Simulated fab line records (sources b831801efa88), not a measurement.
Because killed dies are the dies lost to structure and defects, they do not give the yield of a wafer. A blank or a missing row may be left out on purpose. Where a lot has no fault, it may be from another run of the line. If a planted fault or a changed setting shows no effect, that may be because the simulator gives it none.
fab line records    flow gf180mcu
[record] lots = 15  wafers = 45  lastDay = 34
route steps=602 shown MVPSD@80 POLY_GATE@168 SAB@275 CONTACT@289
lots with no fault: from the same line, run without faults
startH: start of the lot's first displayed wafer, in hours after the record's first day    waitH: time in hours since the lot's previous step    " identical to the entry in the row above    L1.1+2: a single row standing in for several wafers    - either no value or no given start    * or withheld: withheld    < > ~ a bound
route shown NAME@n: a module of which the file shows steps, and the number in the route of the first    usual: average and standard deviation across the fault-free wafers    same: alike in all rows    chamber/n: place in a boat    sites: the reading at each site    _std_site: standard deviation across them    _edge_site: the outer-site mean with the inner-site mean subtracted    radiusMm: for every site, how far away it sits from the centre of the wafer    mask NAME#n: copy n    behind: the tool/chamber that last shaped the wafer    hold: cause of the lot's hold/its duration in hours/its outcome    device: the n, p or np transistor that did not switch    end of line: the tests these same wafers got at the end of their route    for a step that has no rows: nothing shown but its recipe    killed: count of dies lost to structure and defects at first sort (not the wafer's yield)    map: shows each die of a wafer: x if killed, . if not, _ if none is there
set.NAME: setting as actually run; set.NAME@STEP: the setting as run at that earlier step    model.NAME: the simulator's own value behind a step, which no gauge read
one table for each step of the route and one row for each wafer, over a sample of lots
services: a tool's chamber out of use, with start hour (startH, from the record's first day; less than 0 if before it), hours out, and reason
[[steps]]
[step GF_MVPSD_COAT_02]
[recipe] spinRpm = 2000  resistThkNm = 3000
[usual] dispensePressureKPa = 52.4/2.7  resistLineTempC = 23.02/0.11
lot.wafer  tool           chamber  startH  waitH  dispensePressureKPa  resistLineTempC
L497.2     lithoTrack-02  0        90.95   0.1    47.5                 22.93
L497.5     "              0        "       "      47.6                 22.97
L497.6     "              0        "       "      47.6                 22.92
L500.1     lithoTrack-02  0        106.72  0.1    47.6                 22.89
L500.3     "              0        "       "      47.6                 22.89
L500.5     "              0        "       "      47.6                 22.94
L502.1     lithoTrack-04  0        121.97  0.1    52.6                 23.07
L502.2     "              0        "       "      52.6                 23.00
L502.5     "              0        "       "      52.6                 23.16
L503.2     lithoTrack-04  0        127.09  0.1    52.6                 22.89
L503.5     "              0        "       "      52.6                 22.88
L503.6     "              0        "       "      52.6                 22.99
L504.1     lithoTrack-04  0        130.47  0.1    52.6                 23.25
L504.2     "              0        "       "      52.7                 23.15
L504.6     "              0        "       "      52.6                 23.01
L505.1     lithoTrack-03  0        135.61  0.1    54.8                 23.09
L505.2     "              0        "       "      54.8                 23.07
L505.5     "              0        "       "      54.8                 23.17
L506.1     lithoTrack-03  0        141.66  0.1    54.8                 22.91
L506.2     "              0        "       "      54.8                 22.91
L506.3     "              0        "       "      54.8                 22.96
L507.3     lithoTrack-03  0        150.86  0.1    54.8                 22.99
L507.4     "              0        "       "      54.7                 23.16
L507.6     "              0        "       "      54.8                 23.14
L508.2     lithoTrack-02  0        154.75  0.1    47.5                 23.16
L508.3     "              0        "       "      47.5                 23.30
L508.5     "              0        "       "      47.5                 23.08
L511.1     lithoTrack-02  0        171.32  0.1    47.6                 23.03
L511.2     "              0        "       "      47.6                 22.96
L511.3     "              0        "       "      47.6                 22.84
L516.3     lithoTrack-04  0        201.72  0.1    52.6                 23.00
L516.4     "              0        "       "      52.6                 23.11
L516.6     "              0        "       "      52.6                 22.97
L517.1     lithoTrack-02  0        206.42  0.1    47.6                 23.00
L517.5     "              0        "       "      47.6                 22.93
L517.6     "              0        "       "      47.5                 23.10
L518.1     lithoTrack-03  0        212.61  0.1    54.7                 23.09
L518.3     "              0        "       "      54.7                 23.02
L518.4     "              0        "       "      54.8                 23.01
L519.1     lithoTrack-04  0        216.82  0.1    52.6                 22.93
L519.2     "              0        "       "      52.6                 23.01
L519.4     "              0        "       "      52.6                 22.97
L520.3     lithoTrack-04  0        224.97  0.1    52.6                 22.98
L520.4     "              0        "       "      52.6                 23.17
L520.6     "              0        "       "      52.6                 23.08
[step GF_MVPSD_STRIP_10]
[recipe] chemistry = O2/N2  powerW = 1400  pressureMtorr = 1500  platenTempC = 250  o2FlowSccm = 3000  n2FlowSccm = 300  overashFraction = 0.5
[usual] drypumpMotorCurrentA = 5.7/0.55  heaterPowerW = 343/36  n2FlowSccm = 300.0/1  oesProductAu = 0.722/0.0046  stripTimeToEndpointS = 36.99/0.091
[same] overashFraction = 0.5
lot.wafer  tool            chamber  startH  waitH  drypumpMotorCurrentA  heaterPowerW  n2FlowSccm  oesProductAu  rfHoursCounterH  stripTimeToEndpointS
L497.2     plasmaAsher-03  0        98.70   0.1    5.3                   438           300.8       0.719         47               36.86
L497.5     "               1        "       "      5.7                   359           301.3       0.726         -                36.89
L497.6     "               0        "       "      5.3                   432           300.0       0.719         -                36.90
L500.1     plasmaAsher-04  0        114.40  0.1    6.5                   319           300.6       0.718         51               37.01
L500.3     "               1        "       "      5.2                   303           299.0       0.720         -                37.14
L500.5     "               0        "       "      6.5                   322           300.2       0.724         -                37.04
L502.1     plasmaAsher-01  0        129.86  0.1    5.0                   322           299.8       0.725         33               36.97
L502.2     "               1        "       "      6.1                   347           299.5       0.729         33               36.89
L502.5     "               1        "       "      6.1                   352           299.4       0.727         -                37.04
L503.2     plasmaAsher-03  0        134.81  0.1    5.3                   396           298.3       0.722         1                36.93
L503.5     "               1        "       "      5.7                   370           299.6       0.713         -                36.88
L503.6     "               0        "       "      5.3                   399           298.3       0.724         -                37.00
L504.1     plasmaAsher-01  0        138.51  0.1    4.9                   338           301.0       0.724         33               36.90
L504.2     "               1        "       "      6.1                   342           301.1       0.719         33               36.98
L504.6     "               0        "       "      5.0                   322           301.1       0.726         -                36.91
L505.1     plasmaAsher-04  1        143.75  0.1    5.2                   294           300.2       0.721         54               36.99
L505.2     "               0        "       "      6.6                   330           299.1       0.721         54               36.98
L505.5     "               1        "       "      5.2                   304           299.6       0.723         -                36.88
L506.1     plasmaAsher-04  1        150.10  0.1    5.2                   301           298.7       0.721         55               36.95
L506.2     "               0        "       "      6.5                   322           300.8       0.731         55               36.82
L506.3     "               1        "       "      5.3                   300           299.5       0.729         -                36.82
L507.3     plasmaAsher-03  1        158.84  0.1    5.7                   363           300.1       0.721         -                37.11
L507.4     "               0        "       "      5.3                   395           299.3       0.729         -                37.02
L507.6     "               0        "       "      5.3                   397           300.6       0.720         -                36.96
L508.2     plasmaAsher-03  0        163.56  0.1    5.3                   398           300.9       0.721         5                37.04
L508.3     "               0        "       "      5.3                   396           299.6       0.726         -                37.04
L508.5     "               0        "       "      5.3                   395           300.4       0.721         -                36.82
L511.1     plasmaAsher-01  1        179.76  0.1    6.1                   352           300.1       0.721         35               37.10
L511.2     "               0        "       "      5.0                   325           299.3       0.724         35               37.07
L511.3     "               1        "       "      6.1                   352           299.5       0.729         -                36.95
L516.3     plasmaAsher-03  1        210.84  0.1    5.7                   375           298.6       0.714         -                21.91
L516.4     "               0        "       "      5.3                   395           300.9       0.711         -                21.97
L516.6     "               0        "       "      5.3                   387           299.7       0.722         -                37.00
L517.1     plasmaAsher-01  0        216.06  0.1    5.0                   328           301.1       0.715         38               37.19
L517.5     "               1        "       "      6.0                   334           301.7       0.715         -                37.01
L517.6     "               0        "       "      5.0                   327           299.7       0.725         -                36.91
L518.1     plasmaAsher-01  1        222.20  0.1    6.1                   339           300.4       0.723         39               36.99
L518.3     "               1        "       "      6.1                   356           300.3       0.721         -                37.11
L518.4     "               0        "       "      5.0                   318           297.9       0.718         -                36.95
L519.1     plasmaAsher-01  0        226.20  0.1    4.9                   324           298.4       0.721         39               37.05
L519.2     "               1        "       "      6.1                   352           299.7       0.724         39               36.84
L519.4     "               1        "       "      6.0                   340           298.6       0.717         -                21.88
L520.3     plasmaAsher-04  1        234.39  0.1    5.2                   298           300.3       0.721         -                21.94
L520.4     "               0        "       "      6.6                   329           300.8       0.713         -                21.94
L520.6     "               1        "       "      5.3                   294           300.1       0.730         -                37.06
[step GF_POLY_GATE_OVL_MEAS_11]
[usual] POLY_GATE_OVL = 5/4.2
lot.wafer  tool        chamber  startH  waitH  POLY_GATE_OVL[nm]
L497.2     overlay-02  -        196.64  0.1    2
L497.5     "           -        "       "      -1
L497.6     "           -        "       "      3
L500.1     overlay-01  -        216.78  0.1    8
L500.3     "           -        "       "      4
L500.5     "           -        "       "      5
L502.1     overlay-02  -        233.33  0.1    4
L502.2     "           -        "       "      8
L502.5     "           -        "       "      4
L503.2     overlay-01  -        240.18  0.1    1
L503.5     "           -        "       "      16
L503.6     "           -        "       "      9
L504.1     overlay-01  -        243.95  0.1    5
L504.2     "           -        "       "      2
L504.6     "           -        "       "      3
L505.1     overlay-01  -        251.93  0.1    -1
L505.2     "           -        "       "      8
L505.5     "           -        "       "      2
L506.1     overlay-02  -        259.39  0.1    3
L506.2     "           -        "       "      6
L506.3     "           -        "       "      6
L507.3     overlay-01  -        271.00  0.1    7
L507.4     "           -        "       "      3
L507.6     "           -        "       "      6
L508.2     overlay-01  -        276.09  0.1    5
L508.3     "           -        "       "      2
L508.5     "           -        "       "      13
L511.1     overlay-01  -        296.09  0.1    6
L511.2     "           -        "       "      -1
L511.3     "           -        "       "      5
L516.3     overlay-01  -        331.34  0.1    -1
L516.4     "           -        "       "      6
L516.6     "           -        "       "      9
L517.1     overlay-02  -        337.49  0.1    1
L517.5     "           -        "       "      4
L517.6     "           -        "       "      9
L518.1     overlay-02  -        345.92  0.1    1
L518.3     "           -        "       "      6
L518.4     "           -        "       "      8
L519.1     overlay-01  -        349.38  0.1    2
L519.2     "           -        "       "      3
L519.4     "           -        "       "      5
L520.3     overlay-02  -        358.09  0.1    11
L520.4     "           -        "       "      -2
L520.6     "           -        "       "      4
[step GF_SAB_ETCH_11]
[recipe] chemistry = C4F8/O2/Ar  maskMaterial = NOVOLAK  target = SiO2  targetDepthNm = 55  sourceW = 1500  biasW = 1200  pressureMtorr = 40  c4f8FlowSccm = withheld  O2_flow_sccm = 6  Ar_flow_sccm = 300  timeS = 8.5
[usual] oesProductAu = 1.005/0.011
lot.wafer  tool        chamber  startH  waitH  oesProductAu  rfHoursCounterH
L497.2     rieDiel-04  1        337.26  0.0    0.999         15
L497.5     "           1        "       "      0.996         -
L497.6     "           3        "       "      1.007         -
L500.1     rieDiel-01  1        363.16  0.0    1.003         44
L500.3     "           2        "       "      0.992         6
L500.5     "           0        "       "      1.005         -
L502.1     rieDiel-01  0        381.71  0.0    1.007         111
L502.2     "           1        "       "      1.013         45
L502.5     "           3        "       "      1.009         -
L503.2     rieDiel-01  0        389.61  0.0    1.018         112
L503.5     "           0        "       "      1.011         -
L503.6     "           1        "       "      1.011         -
L504.1     rieDiel-04  3        397.31  0.0    1.012         52
L504.2     "           2        "       "      1.007         32
L504.6     "           0        "       "      1.018         -
L505.1     rieDiel-04  1        403.26  0.0    0.985         17
L505.2     "           2        "       "      1.020         32
L505.5     "           3        "       "      1.014         -
L506.1     rieDiel-01  3        413.07  0.0    1.012         61
L506.2     "           0        "       "      0.997         112
L506.3     "           1        "       "      1.006         46
L507.3     rieDiel-01  2        426.64  0.0    0.997         8
L507.4     "           3        "       "      1.003         -
L507.6     "           2        "       "      0.994         -
L508.2     rieDiel-04  1        436.26  0.0    0.991         18
L508.3     "           2        "       "      1.013         33
L508.5     "           2        "       "      1.012         -
L511.1     rieDiel-04  3        460.76  0.0    1.007         53
L511.2     "           0        "       "      1.009         5
L511.3     "           2        "       "      1.017         33
L516.3     rieDiel-01  0        499.67  0.0    1.020         2
L516.4     "           2        "       "      0.988         10
L516.6     "           0        "       "      1.016         -
L518.1     rieDiel-04  0        520.96  0.0    1.015         7
L518.3     "           1        "       "      0.997         20
L518.4     "           2        "       "      1.014         35
L517.1     rieDiel-01  0        523.11  0.0    1.019         2
L517.5     "           1        "       "      1.002         -
L517.6     "           0        "       "      1.018         -
L519.1     rieDiel-03  0        524.01  0.0    0.988         50
L519.2     "           1        "       "      1.014         62
L519.4     "           3        "       "      0.996         82
L520.3     rieDiel-01  3        532.61  0.0    1.003         65
L520.4     "           0        "       "      1.018         2
L520.6     "           1        "       "      1.016         -
[step GF_CONTACT_CVD_02]
[recipe] material = SiO2  targetThkNm = 860  precursor = TEOS  tempC = 400  timeS = 95.992  rfW = 600
[usual] heaterPowerW = 708/120
lot.wafer  tool      chamber  startH  waitH  heaterPowerW
L497.2     pecvd-04  1        338.40  0.0    814
L497.5     "         1        "       "      653
L497.6     "         0        "       "      578
L500.1     pecvd-03  1        364.13  0.1    615
L500.3     "         0        "       "      648
L500.5     "         2        "       "      603
L502.1     pecvd-01  1        382.68  0.1    836
L502.2     "         0        "       "      817
L502.5     "         0        "       "      876
L503.2     pecvd-01  2        390.58  0.0    680
L503.5     "         2        "       "      741
L503.6     "         1        "       "      725
L504.1     pecvd-01  1        398.29  0.1    831
L504.2     "         0        "       "      778
L504.6     "         0        "       "      884
L505.1     pecvd-03  0        404.28  0.1    633
L505.2     "         1        "       "      707
L505.5     "         0        "       "      668
L506.1     pecvd-01  2        414.06  0.1    760
L506.2     "         1        "       "      852
L506.3     "         0        "       "      855
L507.3     pecvd-01  2        427.63  0.0    756
L507.4     "         1        "       "      889
L507.6     "         0        "       "      713
L508.2     pecvd-03  0        437.23  0.0    668
L508.3     "         1        "       "      644
L508.5     "         2        "       "      512
L511.1     pecvd-04  2        461.74  0.1    662
L511.2     "         1        "       "      727
L511.3     "         0        "       "      534
L516.3     pecvd-01  1        500.64  0.0    776
L516.4     "         1        "       "      856
L516.6     "         2        "       "      761
L518.1     pecvd-03  0        521.96  0.1    623
L518.3     "         1        "       "      668
L518.4     "         0        "       "      667
L517.1     pecvd-04  1        524.08  0.1    752
L517.5     "         2        "       "      696
L517.6     "         0        "       "      538
L519.1     pecvd-03  0        524.99  0.1    695
L519.2     "         1        "       "      652
L519.4     "         0        "       "      555
L520.3     pecvd-01  2        533.61  0.0    655
L520.4     "         1        "       "      917
L520.6     "         0        "       "      723
[[services]]
tool            chamber  startH  hours  kind
pecvd-01        0        111.52  5.2    repair
rieDiel-04      -        117.64  2.8    pm
pecvd-01        -        117.84  2.1    repair
rieDiel-04      -        134.62  14.6   pm
plasmaAsher-01  -        142.05  28.1   pm
rieDiel-01      -        144.40  14.6   pm
pecvd-01        -        160.62  14.0   pm
rieDiel-01      3        164.59  2.4    repair
rieDiel-04      -        185.74  0.4    repair
pecvd-01        0        216.17  14.3   repair
pecvd-01        -        230.43  2.6    repair
rieDiel-01      0        245.23  8.6    repair
rieDiel-01      2        265.40  7.3    repair
rieDiel-01      3        270.57  9.2    repair
rieDiel-01      2        296.38  4.5    repair
rieDiel-01      1        310.00  6.8    repair
pecvd-01        1        311.72  5.3    repair
pecvd-01        -        324.62  0.5    repair
rieDiel-01      2        345.19  2.3    repair
pecvd-01        -        383.40  0.9    repair
pecvd-01        2        418.86  6.2    repair
pecvd-01        0        440.73  10.4   repair
rieDiel-01      3        484.16  4.9    repair
pecvd-01        -        496.10  0.5    repair
[[key]]
[firstSign] step = GF_MVPSD_STRIP_10  reading = stripTimeToEndpointS  direction = down  sigmas = 99+  usual = *  struck = *
effect none on later readings
metAt GF_MVPSD_COAT_02
struckLots L516,L519,L520
struckWafers L516.3,L516.4,L519.4,L520.3,L520.4
sortLeftOut L519.4
testerLeftOut L516,L519,L520
notActingAt GF_POLY_GATE_OVL_MEAS_11,GF_SAB_ETCH_11,GF_CONTACT_CVD_02
onsetBetween 130.47 201.72
[fault] kind = processParameterDrift  tool = lithoTrack-04  chamber = -  onsetH = 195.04  steps = GF_MVPSD_COAT_02  channel = resistThkNm  offset = *  shape = step  endH = 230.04  scope = struckWafersOnly  actsIn = *  stated = *
// testerLeftOut: of these lots the tester's yield and bins aren't shown, on N5 and GAA mostly nor the transistor test; their killed dies are dies lost to structure and defects alone, not to doping, threshold or leakage, so they don't give the yield
// sortLeftOut: the simulated sort isn't trusted on such a fault, so these wafers' sort isn't shown, and their yield isn't known
